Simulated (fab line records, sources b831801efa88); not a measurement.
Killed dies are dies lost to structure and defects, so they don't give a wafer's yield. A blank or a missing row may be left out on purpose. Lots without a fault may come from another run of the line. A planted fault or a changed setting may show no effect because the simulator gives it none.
fab line records | flow gf180mcu
record lots=24 wafers=72 last_day=34
route steps=602 shown SALICIDE@280 M2@362 V2@387 V3@431 M4@456
lots that met no fault: from a run of the same line without faults
start_h: hours from the record's first day to the start of the lot's first wafer shown | wait_h: hours since the lot's step before | " the same as in the row above | L1.1+2: a row that stands for several wafers | - no value, or no start given | * or withheld: withheld | < > ~ a bound
route shown NAME@n: a module of which the file shows steps, and the number in the route of the first | usual: mean/standard deviation of fault-free wafers | same: alike in all rows | chamber/n: place in a boat | sites: the reading at each site | _std_site: their standard deviation | _edge_site: outer sites' mean less inner sites' | radius_mm: how far each site lies from the wafer's centre | mask NAME#n: copy n | behind: the tool/chamber that last shaped the wafer | hold: why the lot was held/for how many hours/how that ended | device: the transistor (n, p or np) that didn't switch | end of line: the same wafers' tests at the end of the route | a step without rows: its recipe alone | killed: dies lost to structure and defects at the first sort, not the wafer's yield | map: a wafer's dies, x killed, . not, _ none there
set.NAME: the setting as run; set.NAME@STEP: as run at that earlier step | model.NAME: the simulator's own value behind a step, which no gauge read
steps of the route over a sample of lots; a table a step, a row a wafer
services: from which hour (start_h, from the record's first day; less than 0 if before it) a tool's chamber was out of use, for how many hours, and why
## steps
# step GF_SALICIDE_SPUTTER_02
# recipe material=Co target_thk_nm=10 power_w=1000 time_s=20 chamber_pressure_pa=0.4
# usual chamber_pressure_pa=0.3999/0.00076 throttle_valve_pct=30.5/0.77
# columns lot.wafer tool chamber start_h wait_h chamber_pressure_pa throttle_valve_pct
L074.2 pvd_sputter-02 - 338.35 0.0 0.4010 31.1
L074.3 " - " " 0.4002 29.2
L074.5 " - " " 0.3995 31.8
L075.1 pvd_sputter-04 - 344.30 0.0 0.4005 29.5
L075.2 " - " " 0.4001 31.1
L075.4 " - " " 0.3995 31.2
L076.1 pvd_sputter-03 - 353.09 0.0 0.4003 29.8
L076.4 " - " " 0.3995 30.6
L076.5 " - " " 0.4003 30.9
L077.4 pvd_sputter-02 - 365.80 0.0 0.3995 31.2
L077.5 " - " " 0.4003 31.6
L077.6 " - " " 0.3993 29.2
L078.3 pvd_sputter-04 - 376.15 0.0 0.3993 31.0
L078.4 " - " " 0.3996 29.3
L078.5 " - " " 0.3990 30.9
L079.2 pvd_sputter-04 - 382.72 0.0 0.4004 31.4
L079.4 " - " " 0.3989 30.9
L079.6 " - " " 0.3989 29.2
L080.3 pvd_sputter-04 - 392.14 0.0 0.4001 31.0
L080.4 " - " " 0.4000 29.6
L080.6 " - " " 0.4003 30.1
L081.1 pvd_sputter-04 - 406.08 0.0 0.3987 29.4
L081.3 " - " " 0.3995 30.4
L081.4 " - " " 0.4008 31.2
L082.3 pvd_sputter-03 - 409.85 0.0 0.4001 30.1
L082.5 " - " " 0.3997 31.1
L082.6 " - " " 0.4005 30.2
L083.2 pvd_sputter-02 - 415.09 0.0 0.3994 31.1
L083.3 " - " " 0.4008 29.0
L083.5 " - " " 0.4002 30.1
L084.3 pvd_sputter-02 - 424.56 0.0 0.4014 29.1
L084.4 " - " " 0.4003 30.6
L084.6 " - " " 0.3987 30.6
L085.4 pvd_sputter-04 - 436.39 0.0 0.4006 31.2
L085.5 " - " " 0.3980 29.6
L085.6 " - " " 0.4006 31.3
L086.1 pvd_sputter-03 - 442.50 0.0 0.3987 29.5
L086.2 " - " " 0.3992 30.1
L086.5 " - " " 0.3978 30.9
L087.1 pvd_sputter-04 - 450.47 0.0 0.3985 30.2
L087.3 " - " " 0.4020 31.3
L087.5 " - " " 0.4000 29.5
L088.1 pvd_sputter-03 - 457.79 0.0 0.4002 29.8
L088.3 " - " " 0.3999 30.9
L088.4 " - " " 0.4003 30.5
L089.1 pvd_sputter-03 - 472.99 0.0 0.4005 30.4
L089.2 " - " " 0.3996 29.6
L089.3 " - " " 0.4005 31.3
L090.3 pvd_sputter-04 - 477.58 0.0 0.3994 29.2
L090.5 " - " " 0.3998 31.4
L090.6 " - " " 0.4002 30.2
L091.3 pvd_sputter-03 - 487.54 0.0 0.3999 29.3
L091.4 " - " " 0.3993 29.5
L091.6 " - " " 0.3999 31.2
L092.1 pvd_sputter-04 - 497.10 0.0 0.3992 31.2
L092.2 " - " " 0.3998 29.3
L092.4 " - " " 0.3990 30.1
L093.3 pvd_sputter-04 - 500.80 0.0 0.4000 29.5
L093.4 " - " " 0.4005 30.2
L093.6 " - " " 0.3990 31.2
L094.3 pvd_sputter-02 - 512.49 0.0 0.4001 30.3
L094.4 " - " " 0.3989 31.2
L094.5 " - " " 0.4001 31.4
L095.2 pvd_sputter-03 - 521.88 0.0 0.3998 30.3
L095.4 " - " " 0.4000 30.0
L095.6 " - " " 0.3991 29.6
L096.1 pvd_sputter-04 - 528.15 0.0 0.4009 29.5
L096.2 " - " " 0.4004 30.9
L096.5 " - " " 0.4008 29.5
L097.1 pvd_sputter-02 - 538.19 0.0 0.3992 29.1
L097.3 " - " " 0.3986 31.1
L097.6 " - " " 0.4005 30.3
# step GF_M2_SPUTTER_00
# recipe material=Ti target_thk_nm=37.5 arriving_ion_energy_ev=80 substrate_temp_c=200 chamber_pressure_pa=2 power_w=4000 time_s=150
# usual chamber_pressure_pa=2.000/0.0039 throttle_valve_pct=30.5/0.84
# columns lot.wafer tool chamber start_h wait_h chamber_pressure_pa throttle_valve_pct
L074.2 pvd_sputter-04 - 411.01 0.2 1.998 29.3
L074.3 " - " " 2.001 31.6
L074.5 " - " " 2.000 29.5
L075.1 pvd_sputter-02 - 417.31 0.2 2.001 31.6
L075.2 " - " " 1.999 29.2
L075.4 " - " " 1.996 30.1
L076.1 pvd_sputter-04 - 429.81 0.2 2.003 30.4
L076.4 " - " " 2.002 31.1
L076.5 " - " " 1.998 29.5
L077.4 pvd_sputter-04 - 441.49 0.2 1.997 31.2
L077.5 " - " " 1.995 31.0
L077.6 " - " " 2.004 30.5
L078.3 pvd_sputter-02 - 455.25 0.1 1.996 31.2
L078.4 " - " " 2.001 31.5
L078.5 " - " " 2.004 30.3
L079.2 pvd_sputter-02 - 459.44 0.2 2.001 29.5
L079.4 " - " " 1.999 30.5
L079.6 " - " " 2.003 31.7
L080.3 pvd_sputter-04 - 470.11 0.2 2.006 29.5
L080.4 " - " " 1.991 31.2
L080.6 " - " " 1.993 31.3
L081.1 pvd_sputter-02 - 484.06 0.1 2.004 30.6
L081.3 " - " " 2.001 29.2
L081.4 " - " " 2.000 30.3
L082.3 pvd_sputter-02 - 486.66 0.1 1.999 30.4
L082.5 " - " " 2.005 30.2
L082.6 " - " " 2.000 31.3
L083.2 pvd_sputter-04 - 492.42 0.1 1.996 29.2
L083.3 " - " " 1.999 31.0
L083.5 " - " " 1.998 29.8
L084.3 pvd_sputter-02 - 501.50 0.1 1.999 31.1
L084.4 " - " " 2.004 29.3
L084.6 " - " " 2.003 29.1
L085.4 pvd_sputter-03 - 514.19 0.2 1.995 29.4
L085.5 " - " " 2.000 29.6
L085.6 " - " " 2.005 30.3
L086.1 pvd_sputter-04 - 520.50 0.2 1.993 30.9
L086.2 " - " " 1.992 31.3
L086.5 " - " " 1.996 31.1
L087.1 pvd_sputter-02 - 528.40 0.1 1.993 30.4
L087.3 " - " " 2.000 31.7
L087.5 " - " " 1.991 29.0
L088.1 pvd_sputter-03 - 535.00 0.1 2.003 31.0
L088.3 " - " " 1.998 29.9
L088.4 " - " " 1.994 29.5
L089.1 pvd_sputter-02 - 549.46 0.1 2.000 31.7
L089.2 " - " " 2.003 31.3
L089.3 " - " " 1.999 30.2
L090.3 pvd_sputter-02 - 553.85 0.2 1.999 31.4
L090.5 " - " " 2.006 30.5
L090.6 " - " " 1.997 31.7
L091.3 pvd_sputter-04 - 562.79 0.2 2.001 31.2
L091.4 " - " " 1.996 29.5
L091.6 " - " " 2.001 31.1
L092.1 pvd_sputter-04 - 570.57 0.1 2.012 31.2
L092.2 " - " " 2.006 30.3
L092.4 " - " " 2.001 29.4
L093.3 pvd_sputter-03 - 574.62 0.1 1.999 29.3
L093.4 " - " " 2.006 30.0
L093.6 " - " " 1.996 29.6
L094.3 pvd_sputter-02 - 586.10 0.1 2.005 29.2
L094.4 " - " " 1.999 31.6
L094.5 " - " " 1.998 30.8
L095.2 pvd_sputter-04 - 595.41 0.2 1.998 29.8
L095.4 " - " " 1.999 31.5
L095.6 " - " " 1.999 30.9
L096.1 pvd_sputter-02 - 601.79 0.2 1.999 31.8
L096.2 " - " " 2.001 29.3
L096.5 " - " " 1.999 31.5
L097.1 pvd_sputter-03 - 610.55 0.2 2.004 30.8
L097.3 " - " " 2.002 30.5
L097.6 " - " " 1.997 30.9
# step GF_V2_BOW_MEAS_05
# recipe mode=bow
# usual V2_BOW=100/7.5
# columns lot.wafer tool chamber start_h wait_h V2_BOW[um]
L074.2 film_metro-04 - 436.44 0.2 94
L074.3 " - " " 105
L074.5 " - " " 104
L075.1 film_metro-04 - 443.08 0.2 101
L075.2 " - " " 96
L075.4 " - " " 96
L076.1 film_metro-04 - 456.11 0.1 90
L076.4 " - " " 84
L076.5 " - " " 92
L077.4 film_metro-03 - 467.41 0.2 88
L077.5 " - " " 94
L077.6 " - " " 82
L078.3 film_metro-03 - 480.75 0.2 94
L078.4 " - " " 90
L078.5 " - " " 96
L079.2 film_metro-03 - 484.47 0.2 88
L079.4 " - " " 85
L079.6 " - " " 99
L080.3 film_metro-02 - 495.78 0.2 114
L080.4 " - " " 102
L080.6 " - " " 106
L081.1 film_metro-03 - 508.84 0.2 102
L081.3 " - " " 101
L081.4 " - " " 109
L082.3 film_metro-03 - 511.70 0.2 93
L082.5 " - " " 89
L082.6 " - " " 90
L083.2 film_metro-03 - 517.00 0.2 103
L083.3 " - " " 95
L083.5 " - " " 95
L084.3 film_metro-04 - 525.77 0.2 114
L084.4 " - " " 99
L084.6 " - " " 88
L085.4 film_metro-04 - 538.86 0.2 111
L085.5 " - " " 109
L085.6 " - " " 116
L086.1 film_metro-02 - 545.27 0.2 89
L086.2 " - " " 102
L086.5 " - " " 103
L087.1 film_metro-04 - 553.17 0.1 108
L087.3 " - " " 102
L087.5 " - " " 102
L088.1 film_metro-03 - 559.71 0.2 98
L088.3 " - " " 105
L088.4 " - " " 95
L089.1 film_metro-02 - 573.29 0.2 103
L089.2 " - " " 107
L089.3 " - " " 96
L090.3 film_metro-02 - 577.74 0.2 92
L090.5 " - " " 89
L090.6 " - " " 108
L091.3 film_metro-02 - 585.77 0.3 109
L091.4 " - " " 105
L091.6 " - " " 103
L092.1 film_metro-04 - 593.91 0.1 96
L092.2 " - " " 100
L092.4 " - " " 84
L093.3 film_metro-02 - 598.22 0.1 101
L093.4 " - " " 105
L093.6 " - " " 104
L094.3 film_metro-04 - 609.10 0.1 104
L094.4 " - " " 106
L094.5 " - " " 98
L095.2 film_metro-02 - 617.98 0.3 103
L095.4 " - " " 97
L095.6 " - " " 90
L096.1 film_metro-03 - 623.78 0.1 99
L096.2 " - " " 99
L096.5 " - " " 102
L097.1 film_metro-03 - 633.02 0.2 90
L097.3 " - " " 101
L097.6 " - " " 97
# step GF_V3_CVD_02
# recipe material=SiO2 target_thk_nm=850 precursor=TEOS temp_c=400 time_s=94.851 rf_w=600
# usual heater_power_w=631/110
# columns lot.wafer tool chamber start_h wait_h heater_power_w
L074.2 pecvd-03 2 488.17 0.0 596
L074.3 " 1 " " 568
L074.5 " 0 " " 886
L075.1 pecvd-03 1 493.58 0.1 626
L075.2 " 2 " " 657
L075.4 " 2 " " 527
L076.1 pecvd-04 0 506.36 0.1 799
L076.4 " 0 " " 841
L076.5 " 2 " " 545
L077.4 pecvd-04 2 517.31 0.1 608
L077.5 " 1 " " 545
L077.6 " 0 " " 704
L078.3 pecvd-04 2 530.99 0.0 514
L078.4 " 2 " " 562
L078.5 " 1 " " 595
L079.2 pecvd-01 0 534.14 0.0 547
L079.4 " 0 " " 582
L079.6 " 1 " " 596
L080.3 pecvd-04 1 545.30 0.0 540
L080.4 " 2 " " 550
L080.6 " 1 " " 566
L081.1 pecvd-01 2 557.47 0.1 543
L081.3 " 1 " " 565
L081.4 " 1 " " 615
L082.3 pecvd-03 0 561.04 0.1 682
L082.5 " 0 " " 790
L082.6 " 1 " " 614
L083.2 pecvd-01 0 566.05 0.0 548
L083.3 " 2 " " 561
L083.5 " 1 " " 598
L084.3 pecvd-03 1 573.89 0.0 642
L084.4 " 2 " " 592
L084.6 " 0 " " 815
L085.4 pecvd-04 0 586.47 0.1 835
L085.5 " 2 " " 465
L085.6 " 1 " " 607
L086.1 pecvd-04 2 591.81 0.1 565
L086.2 " 1 " " 592
L086.5 " 2 " " 584
L087.1 pecvd-03 0 599.89 0.1 828
L087.3 " 2 " " 581
L087.5 " 2 " " 617
L088.1 pecvd-03 1 606.73 0.1 604
L088.3 " 0 " " 761
L088.4 " 1 " " 653
L089.1 pecvd-03 0 618.18 0.1 827
L089.2 " 2 " " 621
L089.3 " 1 " " 526
L090.3 pecvd-01 0 623.23 0.0 654
L090.5 " 0 " " 672
L090.6 " 1 " " 492
L091.3 pecvd-01 0 630.76 0.0 528
L091.4 " 2 " " 531
L091.6 " 1 " " 498
L092.1 pecvd-01 0 637.77 0.1 613
L092.2 " 1 " " 644
L092.4 " 0 " " 632
L093.3 pecvd-03 0 641.97 0.1 761
L093.4 " 1 " " 655
L093.6 " 0 " " 821
L094.3 pecvd-04 2 652.73 0.0 589
L094.4 " 1 " " 472
L094.5 " 2 " " 474
L095.2 pecvd-04 1 660.10 0.0 487
L095.4 " 0 " " 845
L095.6 " 2 " " 555
L096.1 pecvd-01 1 666.85 0.1 514
L096.2 " 2 " " 638
L096.5 " 0 " " 656
L097.1 pecvd-01 1 675.35 0.1 619
L097.3 " 0 " " 595
L097.6 " 1 " " 646
# step GF_V3_STRIP_18
# recipe chemistry=O2/N2 power_w=1400 pressure_mtorr=1500 platen_temp_c=250 o2_flow_sccm=3000 n2_flow_sccm=300 overash_fraction=0.5
# usual drypump_motor_current_A=5.70/0.24 heater_power_w=332/28 oes_product_au=0.592/0.0043
# same overash_fraction=0.5
# columns lot.wafer tool chamber start_h wait_h drypump_motor_current_A heater_power_w oes_product_au rf_hours_counter_h
L074.2 plasma_asher-04 0 512.78 - 5.76 317 0.595 74
L074.3 " 0 " " 5.77 310 0.590 -
L074.5 " 0 " " 5.77 314 0.602 -
L075.1 plasma_asher-04 0 518.12 - 5.73 313 0.589 75
L075.2 " 1 " " 5.40 295 0.597 75
L075.4 " 0 " " 5.76 317 0.586 -
L076.1 plasma_asher-04 1 530.45 - 5.36 298 0.591 76
L076.4 " 0 " " 5.77 314 0.592 -
L076.5 " 0 " " 5.77 315 0.586 -
L077.4 plasma_asher-04 0 542.00 - 5.74 314 0.589 -
L077.5 " 1 " " 5.40 300 0.590 -
L077.6 " 0 " " 5.72 317 0.593 -
L078.3 plasma_asher-01 1 554.72 - 5.51 351 0.592 -
L078.4 " 0 " " 6.07 380 0.592 -
L078.5 " 0 " " 6.06 378 0.597 -
L079.2 plasma_asher-03 1 557.33 - 5.89 349 0.595 93
L079.4 " 0 " " 5.69 334 0.594 -
L079.6 " 0 " " 5.69 329 0.589 -
L080.3 plasma_asher-03 1 567.92 - 5.89 343 0.591 -
L080.4 " 0 " " 5.69 334 0.585 -
L080.6 " 1 " " 5.90 339 0.598 -
L081.1 plasma_asher-01 0 580.43 - 6.08 386 0.588 16
L081.3 " 0 " " 6.06 402 0.581 -
L081.4 " 1 " " 5.47 365 0.596 -
L082.3 plasma_asher-04 1 583.67 - 5.37 304 0.597 -
L082.5 " 1 " " 5.38 297 0.592 -
L082.6 " 0 " " 5.77 313 0.587 -
L083.2 plasma_asher-04 1 589.58 - 5.37 300 0.600 82
L083.3 " 0 " " 5.77 313 0.592 -
L083.5 " 1 " " 5.33 298 0.590 -
L084.3 plasma_asher-03 1 596.35 - 5.91 344 0.596 -
L084.4 " 0 " " 5.67 321 0.598 -
L084.6 " 1 " " 5.91 343 0.593 -
L085.4 plasma_asher-01 1 608.21 - 5.47 352 0.581 -
L085.5 " 1 " " 5.46 344 0.593 -
L085.6 " 0 " " 6.10 391 0.597 -
L086.1 plasma_asher-04 1 613.77 - 5.40 303 0.592 84
L086.2 " 0 " " 5.78 316 0.593 84
L086.5 " 0 " " 5.78 314 0.590 -
L087.1 plasma_asher-04 1 621.52 - 5.39 308 0.590 85
L087.3 " 1 " " 5.39 294 0.596 -
L087.5 " 1 " " 5.40 306 0.592 -
L088.1 plasma_asher-01 0 627.73 - 6.10 393 0.583 21
L088.3 " 0 " " 6.10 381 0.590 -
L088.4 " 1 " " 5.48 352 0.592 -
L089.1 plasma_asher-03 1 639.17 - 5.87 344 0.592 101
L089.2 " 0 " " 5.70 322 0.591 101
L089.3 " 1 " " 5.90 338 0.588 -
L090.3 plasma_asher-01 0 644.10 - 6.02 377 0.593 -
L090.5 " 0 " " 6.07 381 0.589 -
L090.6 " 1 " " 5.49 353 0.593 -
L091.3 plasma_asher-04 0 651.91 - 5.80 312 0.589 -
L091.4 " 1 " " 5.41 299 0.589 -
L091.6 " 0 " " 5.79 312 0.590 -
L092.1 plasma_asher-01 0 658.47 - 6.08 396 0.600 25
L092.2 " 1 " " 5.47 348 0.595 25
L092.4 " 0 " " 6.10 383 0.592 -
L093.3 plasma_asher-01 1 662.41 - 5.48 358 0.589 -
L093.4 " 0 " " 6.11 372 0.596 -
L093.6 " 0 " " 6.08 385 0.596 -
L094.3 plasma_asher-03 1 672.67 - 5.88 343 0.596 -
L094.4 " 0 " " 5.66 335 0.587 -
L094.5 " 1 " " 5.86 341 0.589 -
L095.2 plasma_asher-04 1 678.93 - 5.38 298 0.595 91
L095.4 " 0 " " 5.75 319 0.594 -
L095.6 " 0 " " 5.76 309 0.595 -
L096.1 plasma_asher-03 1 686.93 - 5.88 343 0.592 106
L096.2 " 0 " " 5.67 331 0.595 106
L096.5 " 1 " " 5.88 342 0.593 -
L097.1 plasma_asher-03 1 694.23 - 5.90 336 0.589 106
L097.3 " 0 " " 5.68 330 0.600 -
L097.6 " 0 " " 5.66 324 0.589 -
# step GF_M4_SPUTTER_00
# recipe material=Ti target_thk_nm=37.5 arriving_ion_energy_ev=80 substrate_temp_c=200 chamber_pressure_pa=2 power_w=4000 time_s=150
# usual chamber_pressure_pa=2.000/0.0037 throttle_valve_pct=30.5/0.82
# columns lot.wafer tool chamber start_h wait_h chamber_pressure_pa throttle_valve_pct
L074.2 pvd_sputter-04 - 514.12 0.2 1.995 31.4
L074.3 " - " " 1.996 30.3
L074.5 " - " " 1.996 31.2
L075.1 pvd_sputter-04 - 519.34 0.2 1.999 31.4
L075.2 " - " " 1.997 29.5
L075.4 " - " " 2.001 31.1
L076.1 pvd_sputter-04 - 531.72 0.1 2.001 29.3
L076.4 " - " " 2.000 31.3
L076.5 " - " " 2.001 31.3
L077.4 pvd_sputter-02 - 543.19 0.2 2.003 30.4
L077.5 " - " " 2.005 31.7
L077.6 " - " " 2.001 28.8
L078.3 pvd_sputter-03 - 556.25 0.1 1.998 29.5
L078.4 " - " " 2.003 29.9
L078.5 " - " " 1.998 30.5
L079.2 pvd_sputter-02 - 558.90 0.1 2.001 30.6
L079.4 " - " " 2.009 31.6
L079.6 " - " " 2.002 31.6
L080.3 pvd_sputter-04 - 569.15 0.2 2.000 29.2
L080.4 " - " " 2.005 31.5
L080.6 " - " " 1.994 29.6
L081.1 pvd_sputter-02 - 581.76 0.2 2.006 31.4
L081.3 " - " " 2.004 29.3
L081.4 " - " " 2.005 31.0
L082.3 pvd_sputter-04 - 584.86 0.2 1.997 31.4
L082.5 " - " " 2.001 29.3
L082.6 " - " " 1.999 31.1
L083.2 pvd_sputter-04 - 590.81 0.2 1.993 31.1
L083.3 " - " " 2.000 29.5
L083.5 " - " " 1.995 30.8
L084.3 pvd_sputter-04 - 597.95 0.1 2.001 30.9
L084.4 " - " " 2.001 30.5
L084.6 " - " " 2.003 29.4
L085.4 pvd_sputter-03 - 609.43 0.2 2.000 29.7
L085.5 " - " " 2.004 30.3
L085.6 " - " " 1.996 30.9
L086.1 pvd_sputter-02 - 614.99 0.2 2.000 31.6
L086.2 " - " " 2.007 28.8
L086.5 " - " " 1.995 31.6
L087.1 pvd_sputter-04 - 622.74 0.2 2.000 30.2
L087.3 " - " " 1.996 31.7
L087.5 " - " " 2.001 29.5
L088.1 pvd_sputter-02 - 628.97 0.2 1.999 30.6
L088.3 " - " " 2.000 31.6
L088.4 " - " " 1.999 29.0
L089.1 pvd_sputter-02 - 640.39 0.1 2.004 30.5
L089.2 " - " " 1.998 31.5
L089.3 " - " " 1.994 31.2
L090.3 pvd_sputter-04 - 645.30 0.2 2.003 31.1
L090.5 " - " " 1.999 29.6
L090.6 " - " " 2.005 31.2
L091.3 pvd_sputter-02 - 653.10 0.2 1.995 31.7
L091.4 " - " " 2.002 31.2
L091.6 " - " " 1.997 30.4
L092.1 pvd_sputter-04 - 659.69 0.2 1.999 31.1
L092.2 " - " " 2.003 29.1
L092.4 " - " " 2.001 31.2
L093.3 pvd_sputter-04 - 663.62 0.1 1.993 31.2
L093.4 " - " " 1.999 29.1
L093.6 " - " " 2.006 31.0
L094.3 pvd_sputter-03 - 673.86 0.1 1.997 29.6
L094.4 " - " " 2.000 31.1
L094.5 " - " " 1.998 31.3
L095.2 pvd_sputter-04 - 680.56 0.1 1.997 29.1
L095.4 " - " " 2.002 31.3
L095.6 " - " " 2.003 31.1
L096.1 pvd_sputter-02 - 688.28 0.2 1.999 28.9
L096.2 " - " " 1.999 31.3
L096.5 " - " " 1.991 31.5
L097.1 pvd_sputter-03 - 695.45 0.1 2.003 29.8
L097.3 " - " " 1.992 30.2
L097.6 " - " " 2.002 31.3
## services
# columns tool chamber start_h hours kind
pecvd-01 - 329.67 0.3 repair
pvd_sputter-02 - 341.19 20.6 repair
pecvd-04 - 355.70 2.8 repair
pecvd-03 - 368.88 14.0 pm
pecvd-01 2 389.99 13.8 repair
pvd_sputter-03 - 404.48 2.7 repair
pecvd-01 1 419.60 17.2 repair
plasma_asher-04 - 436.64 9.5 repair
pecvd-04 - 460.55 0.6 repair
pvd_sputter-04 - 465.38 3.2 repair
pecvd-03 - 469.95 1.3 repair
pvd_sputter-02 - 475.48 3.1 repair
pvd_sputter-04 - 478.44 1.6 repair
pecvd-04 - 492.44 2.8 pm
pvd_sputter-04 - 517.83 1.0 repair
pecvd-03 2 556.39 4.6 repair
pecvd-04 - 564.69 2.4 repair
pecvd-01 - 566.12 2.8 pm
pecvd-01 - 591.12 14.0 pm
plasma_asher-04 - 602.22 2.8 pm
pecvd-03 2 630.88 28.2 repair
pvd_sputter-03 - 648.71 19.1 repair
plasma_asher-04 - 653.17 0.5 repair
plasma_asher-04 - 674.18 2.9 repair
## key
fault none
